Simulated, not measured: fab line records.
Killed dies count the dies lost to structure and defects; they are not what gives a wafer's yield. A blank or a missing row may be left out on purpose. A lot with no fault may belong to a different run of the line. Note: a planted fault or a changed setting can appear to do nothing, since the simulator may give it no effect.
Problem report in the 8D (eight disciplines) form, filled by code :: flow sfq_line :: the parts of the form that need people (team, actions taken, sign-off) are left out

== 1. PROBLEM STATEMENT ==
Wafers without a fault read 148.33 s, standard deviation 0.27; run_length_s at SFQ_TRILAYER_M2_ETCH_METAL_ETCH_060 reads a mean of 123.21 s on 6 wafers belonging to 2 lots. That is -93 standard deviations from the usual mean.
The step: etches Nb in Cl2/Ar, stops on SiO2, target depth 240 nm, time 120 s.
First observed at day 21 14:01: wafer L394.3, on rie_metal-02. The record holds 18 wafers of 6 lots with a number at this step. The rule behind "out" and "out of limits": a value lying over 4 standard deviations away from the usual mean. The other wafers with a number count as sound.

== 2. WHAT THIS IS AND IS NOT ==
question: which readings at this step
is: run_length_s, oes_product_au
is not: drypump_motor_current_A

question: which lots
is: L394, L395
is not: L388, L393, L402, L406

question: which wafers of those lots
is: all that have a number
is not: -

question: read on which tools
is: rie_metal-02
is not: rie_metal-04

question: when
is: from day 21 14:01
is not: up to then (6 sound wafers); but 6 sound wafers of L402, L406 came after

== 3. SUSPECTS, AND WHAT RULES EACH OUT ==
Counting: any tool at a process step up to the reading is kept as a suspect provided that every lot that is out went through it and no sound lot did after the first of them.
- rie_metal-02 at SFQ_TRILAYER_M2_BARC_OPEN_METAL_ETCH_077 (etches BARC in O2, target depth 125 nm, time 41.7 s): kept. It ran every lot that is out, first L394 (day 21 13:56), and no sound lot after that; its last sound lot up to then is L393 (day 21 10:26).
- rie_metal-02 at SFQ_TRILAYER_M2_ETCH_METAL_ETCH_060 (etches Nb in Cl2/Ar, stops on SiO2, target depth 240 nm, time 120 s): kept. It ran every lot that is out, first L394 (day 21 14:01), and no sound lot after that; its last sound lot up to then is L393 (day 21 10:31). Its own oes_product_au, run_length_s readings are out on those wafers.
What counting leaves: rie_metal-02 at SFQ_TRILAYER_M2_BARC_OPEN_METAL_ETCH_077 and rie_metal-02 at SFQ_TRILAYER_M2_ETCH_METAL_ETCH_060.

== 4. THE CAUSE (what the simulator had put in) ==
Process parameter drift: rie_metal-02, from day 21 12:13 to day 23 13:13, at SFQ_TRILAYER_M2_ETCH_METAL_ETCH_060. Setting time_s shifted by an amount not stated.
2 suspects survive the count, and this tool is in that group.

== 5. SEQUENCE OF EFFECTS, ordered by route ==
Each row: a reading where the mean over the struck wafers with a number is more than 3 standard deviations away from the usual. Scope: only readings with a usual standard deviation given in the record; hours: median across lots of the time from each lot's start at the first step in this table that gives one to its start at this step; sigmas: change in usual standard deviations.
hours: 0
step: SFQ_TRILAYER_M2_ETCH_METAL_ETCH_060
reading: oes_product_au
usual: 0.892 a.u.
on struck wafers: 1.004
change: +0.112
sigmas: +14

hours: 0
step: SFQ_TRILAYER_M2_ETCH_METAL_ETCH_060
reading: run_length_s
usual: 148.33 s
on struck wafers: 123.21
change: -25.12
sigmas: -93
Here are the process steps it includes:
- SFQ_TRILAYER_M2_ETCH_METAL_ETCH_060: etches Nb in Cl2/Ar, stops on SiO2, target depth 240 nm, time 120 s.
Readings that are blank on the struck wafers while sound wafers have them: rf_fwd_power_W at SFQ_TRILAYER_M2_ETCH_METAL_ETCH_060.
Later steps that measure or inspect, where all struck wafers having a row at the step show a number for every such reading and not one has moved that far: SFQ_I2_BOW_MEAS_917, SFQ_I2_OVL_MEAS_918, SFQ_M3_RS_MEAS_919, SFQ_M3_OVL_MEAS_921, SFQ_M8_BOW_MEAS_951.

== 6. HOW IT WOULD HAVE BEEN CAUGHT EARLIER ==
First out-of-limits reading in this record: day 21 14:01, which is 2 hours after fault onset at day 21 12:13.
